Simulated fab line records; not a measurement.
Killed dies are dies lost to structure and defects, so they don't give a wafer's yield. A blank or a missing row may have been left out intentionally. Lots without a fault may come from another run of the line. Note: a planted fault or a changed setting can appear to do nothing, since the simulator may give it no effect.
Chamber matching | flow gf180mcu | pecvd-02 running GF_V2_CVD_02: 3 sister chambers
The step deposits SiO2 from TEOS, target thk 850 nm, time 94.851 s. 3 wafers are shown with their chamber, then 8 later ones without.

## WAFERS, EACH WITH ITS CHAMBER
wafer  | chamber | heaterPowerW (W)
L090.3 | 2       | 768
L090.4 | 1       | 753
L091.2 | 0       | 575

## WAFERS WHOSE CHAMBER IS MISSING
wafer  | heaterPowerW (W)
L091.3 | 773
L091.5 | 621
L094.3 | 761
L094.4 | 577
L094.6 | 624
L095.2 | 488
L095.3 | 741
L095.6 | 537

## WHICH CHAMBER EACH WENT THROUGH
wafer  | from the rows above     | in truth
L091.3 | can't be placed: 2 or 1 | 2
L091.5 | 0                       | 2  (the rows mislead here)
L094.3 | can't be placed: 2 or 1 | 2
L094.4 | 0                       | 0
L094.6 | can't be placed: 0 or 1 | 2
L095.2 | 0                       | 0
L095.3 | can't be placed: 1 or 2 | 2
L095.6 | 0                       | 0
Placed correctly: 3 of 8. Cannot be placed on the basis of these rows: 4; the candidates contain the true chamber in 3. Wrongly placed: 1.
How it was worked out, from the rows above alone: a wafer's distance from a chamber is the root of the sum, over the readings, of the square of ((its reading less the chamber's mean) divided by the reading's scatter). The wafer belongs to the nearest chamber; if the next one is less than 2 further off, it can't be placed. A chamber's mean is the mean of its shown wafers. The scatter: root of mean squared gap, hidden wafer to nearest shown wafer, with one shown wafer a chamber.
